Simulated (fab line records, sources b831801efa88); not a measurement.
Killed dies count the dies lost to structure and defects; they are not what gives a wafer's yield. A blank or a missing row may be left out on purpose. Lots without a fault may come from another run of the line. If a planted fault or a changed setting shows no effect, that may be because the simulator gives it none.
Code-filled problem report in 8D (eight disciplines) form ; flow sfq_line ; the parts of the form that need people (team, actions taken, sign-off) are left out

1. WHAT WENT WRONG
Wafers free of any fault read -1 nm (standard deviation 4.2) for J5_OVL at SFQ_JJ_OVL_MEAS_931, against a mean of 192 nm on 12 wafers of 4 lots. That puts it +46 standard deviations away from the usual mean.
First observed at day 47 02:29: wafer L123.1, on overlay-01. At this step, 30 wafers from 10 lots have a number in the record. By rule, "out" or "out of limits" means more than 4 standard deviations away from the usual mean. The other wafers with a number count as sound.

2. WHAT IT IS, AND WHAT IT ISN'T
question;is;is not
which readings at this step;J5_OVL;-
which lots;L123, L124, L125, L126;L121, L122, L128, L130, L143, L144
which wafers of those lots;all that have a number;-
read on which gauges;overlay-01;overlay-02
when;from day 47 02:29;"up to then (6 sound wafers); but 12 sound wafers of L128, L130, L143, L144 came after"

3. THE SUSPECTS, EACH WITH WHAT RULES IT OUT
Counting: a tool at any process step up to the reading remains a suspect when it ran all the lots that are out and ran no sound lot after the first of those.
- the gauge at SFQ_JJ_OVL_MEAS_931: kept. All the wafers that are out were read on overlay-01, and no step on other tools shows them out.
- krf_scanner-01 at SFQ_TRILAYER_JJ_CE_LITHO_EXPOSE_115 (exposes mask J5, target cd 700 nm): kept. It ran every lot that is out, first L123 (day 47 00:59), and no sound lot after that; its last sound lot up to then is L122 (day 43 05:13).
What counting leaves: krf_scanner-01 at SFQ_TRILAYER_JJ_CE_LITHO_EXPOSE_115 and overlay-01 at SFQ_JJ_OVL_MEAS_931.

4. THE CAUSE (what the simulator had put in)
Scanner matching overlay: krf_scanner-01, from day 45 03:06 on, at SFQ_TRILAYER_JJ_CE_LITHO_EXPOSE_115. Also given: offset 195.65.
After counting, 2 suspects remain, this tool included.

5. SEQUENCE OF EFFECTS, ordered by route
Each row: a reading where the mean over the struck wafers with a number is more than 3 standard deviations away from the usual. Only readings for which the record gives a usual standard deviation are gone through. hours: the time from each lot's start at the first step in this table that gives one to its start at this step, as a median over the lots. sigmas: the change in usual standard deviations.
hours;step;reading;usual;on struck wafers;change;sigmas
0;SFQ_JJ_OVL_MEAS_931;J5_OVL;-1 nm;192;+193;+46

6. HOW IT WOULD HAVE BEEN CAUGHT EARLIER
47 hours passed between the start of the fault at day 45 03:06 and the first reading out of limits at a measuring or inspecting step in this record, taken at day 47 02:29.
L125, L126, from the lots that are out (4), started SFQ_TRILAYER_JJ_CE_LITHO_EXPOSE_115 on krf_scanner-01 later than day 47 02:29. A hold on the tool at that time would have spared those 2.
